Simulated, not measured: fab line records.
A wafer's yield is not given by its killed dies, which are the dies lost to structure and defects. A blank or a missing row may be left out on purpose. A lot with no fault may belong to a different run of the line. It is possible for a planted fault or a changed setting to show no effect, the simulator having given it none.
Which tool did it?    flow gf180mcu    12 lots with 36 wafers sampled at 6 steps, on a route of 602 steps

== WHAT THE GAUGES SHOWED, per wafer ==
GF_NWELL_OVL_MEAS_07. Usual: NWELL_OVL typically reads -0.3 nm, with standard deviation 1.2.
lot   measured     on          NWELL_OVL (nm)  flag
L548  day 3 07:49  overlay-02  2.4 1.2 0.3     
L552  day 4 05:43  overlay-02  2.5 -0.1 1.3    
L553  day 4 10:58  overlay-02  -2.5 -2.2 -1.7  
L555  day 4 23:28  overlay-02  0.6 -0.6 -0.3   
L556  day 5 04:19  overlay-02  0.0 -0.1 -0.5   
L557  day 5 08:07  overlay-01  -0.1 0.0 -0.5   
L558  day 5 14:40  overlay-01  0.3 0.1 1.9     
L565  day 7 05:10  overlay-01  -0.1 0.3 -1.5   
L567  day 7 15:17  overlay-02  -1.7 0.5 -0.2   
L568  day 7 19:07  overlay-01  -0.8 -1.0 -0.4  
L569  day 8 00:24  overlay-02  -1.6 -1.1 -0.4  
L571  day 8 12:04  overlay-02  0.3 0.4 -0.6    

GF_NWELL_TW_MEAS_11. Usual: NWELL_TW typically reads 1564, with standard deviation 11.
lot   measured     on             NWELL_TW        flag
L548  day 3 08:16  film metro-03  1547 1557 1564  
L552  day 4 06:10  film metro-01  1581 1568 1566  
L553  day 4 11:24  film metro-01  1575 1579 1572  
L555  day 4 23:53  film metro-01  1575 1565 1578  
L556  day 5 04:45  film metro-01  1557 1557 1560  
L557  day 5 08:33  film metro-03  1533 1543 1548  
L558  day 5 15:07  film metro-03  1553 1550 1535  
L565  day 7 05:36  film metro-01  1640 1638 1645  OFF
L567  day 7 15:44  film metro-01  1636 1637 1627  OFF
L568  day 7 19:32  film metro-04  1566 1559 1567  
L569  day 8 00:50  film metro-03  1549 1549 1550  
L571  day 8 12:31  film metro-01  1582 1573 1575  

GF_MVPSD_TW_MEAS_11. Usual: MVPSD_TW typically reads 550, with standard deviation 3.4.
lot   measured      on             MVPSD_TW     flag
L548  day 5 01:54   film metro-03  544 545 544  
L552  day 6 02:16   film metro-04  549 548 550  
L553  day 6 07:00   film metro-03  548 551 546  
L555  day 6 21:09   film metro-03  546 547 548  
L556  day 7 02:06   film metro-01  555 554 559  
L557  day 7 06:30   film metro-03  547 547 546  
L558  day 7 12:36   film metro-01  554 556 555  
L565  day 9 07:24   film metro-03  549 548 551  
L567  day 9 17:58   film metro-04  550 549 550  
L568  day 9 21:35   film metro-04  551 551 550  
L569  day 10 04:23  film metro-04  551 552 555  
L571  day 10 17:55  film metro-04  553 555 549  

GF_VT_IMPLANT_RS_MEAS_47: measures by four-point-probe. Usual: NWELL_RS typically reads 488.0 ohm/sq, with standard deviation 1.1.
lot   measured      on             NWELL_RS (ohm/sq)  flag
L548  day 7 14:56   film metro-03  485.2 487.2 486.8  
L552  day 8 16:43   film metro-04  487.1 487.7 489.2  
L553  day 8 21:44   film metro-03  487.4 488.4 488.4  
L555  day 9 14:17   film metro-03  486.9 486.1 487.5  
L556  day 9 19:55   film metro-04  487.8 487.1 487.7  
L557  day 10 00:46  film metro-01  489.0 488.9 488.5  
L558  day 10 05:53  film metro-03  487.6 487.5 488.8  
L565  day 12 09:48  film metro-04  434.8 434.1 434.7  OFF
L567  day 12 22:53  film metro-04  433.7 434.8 434.8  OFF
L568  day 13 02:01  film metro-04  488.4 486.4 486.7  
L569  day 13 09:11  film metro-03  486.9 488.6 487.8  
L571  day 13 23:15  film metro-04  486.0 487.2 487.3  

== WHAT TOOL EACH LOT RAN ON (gives the tool, then ch and the chambers of the sampled wafers, and finally the start) ==
lot   GF_NWELL_IMPLANT_09             GF_MVSD_STRIP_10
L548  implanter-03 ch 0, day 3 08:01  plasma asher-03 ch 0,1, day 4 11:36
L552  implanter-01 ch 0, day 4 05:57  plasma asher-03 ch 0,1, day 5 11:08
L553  implanter-03 ch 0, day 4 11:10  plasma asher-03 ch 0,1, day 5 15:32
L555  implanter-03 ch 0, day 4 23:38  plasma asher-04 ch 0,1, day 6 05:14
L556  implanter-02 ch 0, day 5 04:30  plasma asher-04 ch 0,1, day 6 10:08
L557  implanter-01 ch 0, day 5 08:18  plasma asher-03 ch 0,1, day 6 14:39
L558  implanter-03 ch 0, day 5 14:52  plasma asher-02 ch 0,1, day 6 20:26
L565  implanter-03 ch 0, day 7 05:22  plasma asher-02 ch 0,1, day 8 14:05
L567  implanter-03 ch 0, day 7 15:31  plasma asher-04 ch 0,1, day 9 00:26
L568  implanter-01 ch 0, day 7 19:17  plasma asher-04 ch 0,1, day 9 04:11
L569  implanter-01 ch 0, day 8 00:35  plasma asher-02 ch 0,1, day 9 10:32
L571  implanter-01 ch 0, day 8 12:17  plasma asher-04 ch 0,1, day 9 23:13
- GF_NWELL_IMPLANT_09
- GF_MVSD_STRIP_10: strips in O2/N2.

== AS READ BY THE TOOLS THEMSELVES (means over the sampled wafers that have a number; for cases with no such wafer, the mark the record gives instead) ==
GF_NWELL_IMPLANT_09. Usual: dose ions cm2 4.001e+12, standard deviation 4.2e+09; faraday current uA 22.6, standard deviation 0.47.
lot   tool          dose ions cm2  faraday current uA  flag
L548  implanter-03  3.998e+12      22.3                
L552  implanter-01  3.993e+12      22.6                
L553  implanter-03  4.001e+12      22.1                
L555  implanter-03  4.002e+12      22.9                
L556  implanter-02  4.001e+12      22.6                
L557  implanter-01  3.996e+12      22.5                
L558  implanter-03  4.000e+12      22.7                
L565  implanter-03  7.671e+12      43.5                OFF
L567  implanter-03  7.669e+12      43.1                OFF
L568  implanter-01  3.995e+12      22.3                
L569  implanter-01  4.000e+12      22.8                
L571  implanter-01  4.002e+12      22.5                

GF_MVSD_STRIP_10. Usual: drypump motor current A 6.0 A, standard deviation 0.58; heater power w 358 W, standard deviation 58; n2 flow sccm 300.1 sccm, standard deviation 0.94; oes product au 0.723 a.u., standard deviation 0.0044; strip time to endpoint s 36.98 s, standard deviation 0.1.
lot   tool             drypump motor current A (A)  heater power w (W)  n2 flow sccm (sccm)  oes product au (a.u.)  strip time to endpoint s (s)  flag
L548  plasma asher-03  5.3                          342                 300.2                0.720                  37.01                         
L552  plasma asher-03  5.3                          338                 299.4                0.723                  36.90                         
L553  plasma asher-03  5.8                          372                 300.6                0.723                  36.91                         
L555  plasma asher-04  6.5                          395                 300.4                0.724                  37.25                         
L556  plasma asher-04  6.4                          384                 299.9                0.726                  36.84                         
L557  plasma asher-03  5.8                          373                 300.1                0.722                  36.98                         
L558  plasma asher-02  6.1                          324                 301.2                0.723                  36.96                         
L565  plasma asher-02  6.1                          323                 299.8                0.723                  37.09                         
L567  plasma asher-04  6.4                          390                 300.2                0.725                  36.89                         
L568  plasma asher-04  6.3                          351                 299.7                0.719                  36.89                         
L569  plasma asher-02  5.8                          354                 300.6                0.725                  37.06                         
L571  plasma asher-04  6.5                          396                 300.1                0.726                  37.04                         

== THE ANSWER, worked out from the rows above alone ==
Rule: a lot counts as off when the mean over its wafers that have a number is more than 3 standard deviations away from the usual mean. Also off: a lot with no number at a reading for which 4 or more lots have one. The other lots that the step has rows for count as sound. First the gauges in route order, then the tools' own readings, where a lot's mean is used as printed above. The first step at which some lot is off is used, and at that step the reading that is off furthest; a lot without a number counts as furthest.
Off: L565, L567, seen at GF_NWELL_TW_MEAS_11 (NWELL_TW).
If a tool, at a process step before that reading, ran all the lots that are off and no sound lot after the first of them, it fits. The gauges at GF_NWELL_TW_MEAS_11 aren't tried: what is off there is off at GF_VT_IMPLANT_RS_MEAS_47 too, on other tools, and a gauge's error can't cause that. One fits: implanter-03 at GF_NWELL_IMPLANT_09. A fault onset in the window from L558 (day 5 14:52, its last sound lot) to L565 (day 7 05:22, its first lot off) fits.
The tool's own readings at GF_NWELL_IMPLANT_09 bear it out: on the lots that are off they differ by more than 5 times the standard deviation of the sound lots' means. dose ions cm2 reads 7.670e+12 there against 3.999e+12 on the sound lots; faraday current uA reads 43.3 there against 22.5 on the sound lots.

== WHAT THE SIMULATOR HAD INSERTED ==
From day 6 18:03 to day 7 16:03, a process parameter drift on implanter-03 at GF_NWELL_IMPLANT_09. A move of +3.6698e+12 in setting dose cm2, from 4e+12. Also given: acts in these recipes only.
Lots struck among those shown: L565, L567. The rule above found the same.
